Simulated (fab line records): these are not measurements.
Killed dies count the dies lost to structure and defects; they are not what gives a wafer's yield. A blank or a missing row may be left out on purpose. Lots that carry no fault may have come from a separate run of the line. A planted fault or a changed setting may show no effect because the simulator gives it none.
fab line records | flow gf180mcu | part 2 of 2: steps 29 to 39 of 39
record: lots: 5 | wafers: 15 | last_day: 34
route steps=602 shown V5@555 TOP_METAL@567 PASSIVATION@587
lots with no fault: from the same line, run without faults
start_h: hours from the record's opening day to when the first of the lot's shown wafers began | wait_h: hours from the lot's prior step to this one | " same as the row above | L1.1+2: a row that stands for several wafers | - no value present, or no start provided | * or withheld: withheld | < > ~ a bound
route shown NAME@n: a module of which the file shows steps, and the number in the route of the first | usual: mean/standard deviation taken from wafers without a fault | same: alike in all rows | chamber/n: place in a boat | sites: the reading at each site | _std_site: how widely they spread, as a standard deviation | _edge_site: mean of outer sites minus mean of inner sites | radius_mm: for every site, how far away it sits from the centre of the wafer | mask NAME#n: copy n | behind: the most recent tool/chamber to have shaped the wafer | hold: reason for holding the lot/hours on hold/outcome of the hold | device: whichever transistor did not switch (one of n, p or np) | end of line: the same wafers' tests at the end of the route | where a step has no rows: the recipe by itself | killed: count of dies lost to structure and defects at first sort (not the wafer's yield) | map: the dies of a wafer, with x for killed, . for not killed, _ for no die there
set.NAME: the setting the step ran with; set.NAME@STEP: the setting that earlier step ran with | model.NAME: the simulator's own value behind a step, which no gauge read
certain route steps with their lots: each step a table, each wafer a row
services: from which hour (start_h, from the record's first day; less than 0 if before it) a tool's chamber was out of use, for how many hours, and why
== steps ==
step: GF_TOP_METAL_METAL_ETCH_16
recipe: chemistry: Cl2/BCl3 | mask_material: NOVOLAK | target_depth_nm: 1077.5 | stop_on: SiO2 | pressure_mtorr: 8 | icp_w: 800 | bias_w: 140 | Cl2_flow_sccm: 80 | bcl3_flow_sccm: 40 | time_s: 179.6
usual: drypump_motor_current_A: 5.7/0.39 | oes_product_au: 0.966/0.0075 | throttle_valve_pct: 28.258/0.012
lot.wafer | tool         | chamber | start_h | wait_h | drypump_motor_current_A | oes_product_au | rf_hours_counter_h | throttle_valve_pct
L077.2    | rie_metal-03 | 0       | 670.60  | 0.0    | 5.3                     | 0.976          | 4                  | 28.240
L077.5    | "            | 1       | "       | "      | 5.9                     | 0.961          | -                  | 28.266
L077.6    | "            | 0       | "       | "      | 5.3                     | 0.972          | -                  | 28.248
L082.2    | rie_metal-03 | 1       | 709.54  | 0.0    | 5.9                     | 0.967          | 8                  | 28.254
L082.4    | "            | 1       | "       | "      | 5.9                     | 0.972          | -                  | 28.236
L082.5    | "            | 0       | "       | "      | 5.3                     | 0.973          | -                  | 28.244
L084.1    | rie_metal-02 | 1       | 723.52  | 0.0    | 6.2                     | 0.958          | 3                  | 28.251
L084.3    | "            | 1       | "       | "      | 6.2                     | 0.957          | -                  | 28.245
L084.5    | "            | 1       | "       | "      | 6.2                     | 0.958          | -                  | 28.259
L086.4    | rie_metal-02 | 0       | 735.76  | 0.1    | 6.2                     | 0.962          | -                  | 28.245
L086.5    | "            | 1       | "       | "      | 6.2                     | 0.974          | -                  | 28.257
L086.6    | "            | 0       | "       | "      | 6.2                     | 0.969          | -                  | 28.264
L095.1    | rie_metal-02 | 1       | 790.64  | 0.0    | 6.2                     | 0.946          | 7                  | 28.279
L095.2    | "            | 0       | "       | "      | 6.2                     | 0.949          | 13                 | 28.271
L095.3    | "            | 1       | "       | "      | 6.2                     | 0.960          | -                  | 28.254
step: GF_TOP_METAL_STRIP_17
recipe: chemistry: O2/N2 | power_w: 1400 | pressure_mtorr: 1500 | platen_temp_c: 250 | o2_flow_sccm: 3000 | n2_flow_sccm: 300 | overash_fraction: 0.5
usual: drypump_motor_current_A: 5.6/0.51 | heater_power_w: 338/25 | oes_product_au: 0.710/0.0044 | strip_time_to_endpoint_s: 13.23/0.074
lot.wafer | tool            | chamber | start_h | wait_h | drypump_motor_current_A | heater_power_w | oes_product_au | rf_hours_counter_h | strip_time_to_endpoint_s
L077.2    | plasma_asher-02 | 0       | 670.78  | 0.1    | 6.2                     | 354            | 0.699          | 58                 | 13.34
L077.5    | "               | 0       | "       | "      | 6.2                     | 352            | 0.712          | -                  | 13.32
L077.6    | "               | 1       | "       | "      | 5.9                     | 319            | 0.716          | -                  | 13.34
L082.2    | plasma_asher-03 | 1       | 709.71  | 0.1    | 6.2                     | 362            | 0.707          | 113                | 13.22
L082.4    | "               | 0       | "       | "      | 5.1                     | 280            | 0.713          | -                  | 13.16
L082.5    | "               | 1       | "       | "      | 6.2                     | 353            | 0.712          | -                  | 13.25
L084.1    | plasma_asher-01 | 1       | 723.70  | 0.1    | 5.8                     | 336            | 0.707          | 92                 | 13.21
L084.3    | "               | 0       | "       | "      | 4.9                     | 363            | 0.703          | -                  | 13.21
L084.5    | "               | 0       | "       | "      | 4.9                     | 368            | 0.714          | -                  | 13.26
L086.4    | plasma_asher-01 | 0       | 735.91  | 0.1    | 4.9                     | 360            | 0.703          | -                  | 13.24
L086.5    | "               | 0       | "       | "      | 4.9                     | 366            | 0.706          | -                  | 13.33
L086.6    | "               | 1       | "       | "      | 5.8                     | 334            | 0.708          | -                  | 13.31
L095.1    | plasma_asher-02 | 0       | 790.81  | 0.1    | 6.2                     | 363            | 0.708          | 71                 | 13.24
L095.2    | "               | 1       | "       | "      | 5.9                     | 324            | 0.704          | 71                 | 13.21
L095.3    | "               | 0       | "       | "      | 6.2                     | 357            | 0.714          | -                  | 13.21
step: GF_TOP_METAL_STRIP_18
recipe: chemistry: post_etch_residue_remover | time_s: 1200 | temp_c: 72.5
lot.wafer  | tool         | chamber | start_h | wait_h
L077.2+5+6 | wet_bench-01 | 3       | 670.88  | 0.1
L082.2+4+5 | wet_bench-01 | 0       | 709.81  | 0.1
L084.1+3+5 | wet_bench-01 | 2       | 723.80  | 0.1
L086.4+5+6 | wet_bench-04 | 1       | 735.98  | 0.0
L095.1+2+3 | wet_bench-04 | 1       | 790.91  | 0.1
step: GF_TOP_METAL_CLEAN_19
recipe: chemistry: DIW | dry: n2_spin
lot.wafer  | tool         | chamber | start_h | wait_h
L077.2+5+6 | wet_bench-04 | 0       | 671.22  | 0.0
L082.2+4+5 | wet_bench-04 | 3       | 710.15  | 0.0
L084.1+3+5 | wet_bench-04 | 0       | 724.14  | 0.0
L086.4+5+6 | wet_bench-04 | 2       | 736.32  | 0.0
L095.1+2+3 | wet_bench-01 | 0       | 791.25  | 0.0
step: GF_PASSIVATION_CVD_00
recipe: material: SiO2 | target_thk_nm: 1000 | precursor: TEOS | temp_c: 400 | time_s: 111.95 | rf_w: 600
usual: heater_power_w: 686/120
lot.wafer | tool     | chamber | start_h | wait_h | heater_power_w | since_wet_clean_h
L077.2    | pecvd-01 | 0       | 671.31  | 0.0    | 662            | 497
L077.5    | "        | 1       | "       | "      | 804            | -
L077.6    | "        | 0       | "       | "      | 522            | -
L082.2    | pecvd-02 | 0       | 710.25  | 0.0    | 544            | 744
L082.4    | "        | 2       | "       | "      | 798            | -
L082.5    | "        | 0       | "       | "      | 562            | -
L084.1    | pecvd-02 | 2       | 724.24  | 0.0    | 845            | 758
L084.3    | "        | 0       | "       | "      | 536            | 758
L084.5    | "        | 2       | "       | "      | 690            | -
L086.4    | pecvd-01 | 2       | 736.45  | 0.0    | 888            | -
L086.5    | "        | 0       | "       | "      | 514            | -
L086.6    | "        | 1       | "       | "      | 642            | -
L095.1    | pecvd-04 | 2       | 791.34  | 0.0    | 678            | 408
L095.2    | "        | 1       | "       | "      | 655            | 408
L095.3    | "        | 0       | "       | "      | 712            | 408
step: GF_PASSIVATION_THK_MEAS_01
recipe: reads: SiO2_of_PASSIVATION_CVD_00
usual: PASSIVATION_CVD_00_THK: 1003/13
lot.wafer | tool          | chamber | start_h | wait_h | PASSIVATION_CVD_00_THK[nm]
L077.2    | film_metro-03 | -       | 671.40  | 0.0    | 992
L077.5    | "             | -       | "       | "      | 1001
L077.6    | "             | -       | "       | "      | 997
L082.2    | film_metro-03 | -       | 710.34  | 0.0    | 978
L082.4    | "             | -       | "       | "      | 1014
L082.5    | "             | -       | "       | "      | 997
L084.1    | film_metro-02 | -       | 724.32  | 0.0    | 1008
L084.3    | "             | -       | "       | "      | 998
L084.5    | "             | -       | "       | "      | 1030
L086.4    | film_metro-03 | -       | 736.52  | 0.0    | 1019
L086.5    | "             | -       | "       | "      | 1003
L086.6    | "             | -       | "       | "      | 1007
L095.1    | film_metro-03 | -       | 791.42  | 0.0    | 1010
L095.2    | "             | -       | "       | "      | 1011
L095.3    | "             | -       | "       | "      | 1001
step: GF_PASSIVATION_CVD_02
recipe: material: Si3N4 | target_thk_nm: 700 | time_s: 486.18 | temp_c: 400 | rf_w: 450
usual: heater_power_w: 733/120
lot.wafer | tool     | chamber | start_h | wait_h | heater_power_w | since_wet_clean_h
L077.2    | pecvd-02 | 1       | 671.45  | 0.0    | 651            | 705
L077.5    | "        | 2       | "       | "      | 851            | -
L077.6    | "        | 0       | "       | "      | 556            | -
L082.2    | pecvd-01 | 2       | 710.39  | 0.0    | 862            | 536
L082.4    | "        | 2       | "       | "      | 899            | -
L082.5    | "        | 0       | "       | "      | 574            | -
L084.1    | pecvd-01 | 1       | 724.38  | 0.1    | 864            | 550
L084.3    | "        | 0       | "       | "      | 627            | 550
L084.5    | "        | 0       | "       | "      | 663            | -
L086.4    | pecvd-02 | 2       | 736.69  | 0.2    | 846            | -
L086.5    | "        | 0       | "       | "      | 593            | -
L086.6    | "        | 1       | "       | "      | 641            | -
L095.1    | pecvd-01 | 0       | 791.48  | 0.1    | 700            | 617
L095.2    | "        | 2       | "       | "      | 872            | 617
L095.3    | "        | 1       | "       | "      | 875            | 617
step: GF_PASSIVATION_THK_MEAS_03
recipe: reads: Si3N4_of_PASSIVATION_CVD_02
usual: PASSIVATION_CVD_02_THK: 702/8.8
lot.wafer | tool          | chamber | start_h | wait_h | PASSIVATION_CVD_02_THK[nm]
L077.2    | film_metro-02 | -       | 671.75  | 0.2    | 692
L077.5    | "             | -       | "       | "      | 702
L077.6    | "             | -       | "       | "      | 692
L082.2    | film_metro-02 | -       | 710.73  | 0.2    | 689
L082.4    | "             | -       | "       | "      | 700
L082.5    | "             | -       | "       | "      | 709
L084.1    | film_metro-02 | -       | 724.66  | 0.1    | 696
L084.3    | "             | -       | "       | "      | 704
L084.5    | "             | -       | "       | "      | 708
L086.4    | film_metro-04 | -       | 736.87  | 0.0    | 705
L086.5    | "             | -       | "       | "      | 710
L086.6    | "             | -       | "       | "      | 723
L095.1    | film_metro-03 | -       | 791.77  | 0.1    | 708
L095.2    | "             | -       | "       | "      | 698
L095.3    | "             | -       | "       | "      | 703
step: GF_PASSIVATION_DEHYDRATE_04
recipe: temp_c: 200 | time_s: 60
lot.wafer  | tool           | chamber | start_h | wait_h
L077.2+5+6 | litho_track-01 | 0       | 680.46  | 8.7
L082.2+4+5 | litho_track-02 | 0       | 719.07  | 8.3
L084.1+3+5 | litho_track-01 | 0       | 733.39  | 8.7
L086.4+5+6 | litho_track-02 | 0       | 744.52  | 7.6
L095.1+2+3 | litho_track-02 | 0       | 798.60  | 6.8
step: GF_PASSIVATION_HMDS_05
recipe: prime_time_s: 60 | prime_temp_c: 120
lot.wafer  | tool           | chamber | start_h | wait_h
L077.2+5+6 | litho_track-01 | 0       | 680.61  | 0.1
L082.2+4+5 | litho_track-02 | 0       | 719.22  | 0.1
L084.1+3+5 | litho_track-01 | 0       | 733.54  | 0.1
L086.4+5+6 | litho_track-02 | 0       | 744.67  | 0.1
L095.1+2+3 | litho_track-02 | 0       | 798.75  | 0.1
step: GF_PASSIVATION_COAT_06
recipe: spin_rpm: 2000 | resist_thk_nm: 4000
lot.wafer  | tool           | chamber | start_h | wait_h
L077.2+5+6 | litho_track-01 | 0       | 680.76  | 0.1
L082.2+4+5 | litho_track-02 | 0       | 719.37  | 0.1
L084.1+3+5 | litho_track-01 | 0       | 733.69  | 0.1
L086.4+5+6 | litho_track-02 | 0       | 744.82  | 0.1
L095.1+2+3 | litho_track-02 | 0       | 798.90  | 0.1
== services ==
tool             | chamber | start_h | hours | kind
pecvd-02         | -       | 637.93  | 1.7   | repair
rie_diel-01      | 3       | 638.48  | 15.9  | repair
rie_diel-02      | 0       | 642.35  | 2.6   | repair
rie_diel-01      | 2       | 647.55  | 51.9  | repair
plasma_asher-03  | -       | 652.37  | 0.5   | repair
wet_bench-04     | -       | 662.96  | 6.3   | repair
pecvd-02         | -       | 677.70  | 6.0   | pm
cvd_w-02         | -       | 686.16  | 2.2   | repair
cmp-02           | -       | 688.54  | 10.0  | pm
rie_diel-02      | -       | 688.78  | 2.4   | repair
wet_bench-02     | -       | 690.16  | 4.0   | repair
pecvd-01         | -       | 693.44  | 1.3   | repair
rie_diel-02      | 2       | 705.56  | 12.9  | repair
cmp-02           | -       | 707.75  | 0.5   | repair
pvd_sputter-01   | -       | 709.74  | 7.9   | repair
iline_stepper-01 | -       | 724.70  | 5.3   | repair
rie_metal-02     | -       | 727.09  | 2.8   | pm
rie_diel-01      | 2       | 730.93  | 3.1   | repair
rie_diel-02      | 0       | 739.33  | 10.2  | repair
pvd_sputter-01   | -       | 744.06  | 1.3   | repair
rie_diel-02      | -       | 774.96  | 14.6  | pm
pecvd-02         | 1       | 775.97  | 8.7   | repair
pvd_sputter-02   | -       | 785.63  | 5.3   | repair
pecvd-01         | -       | 786.73  | 2.8   | pm
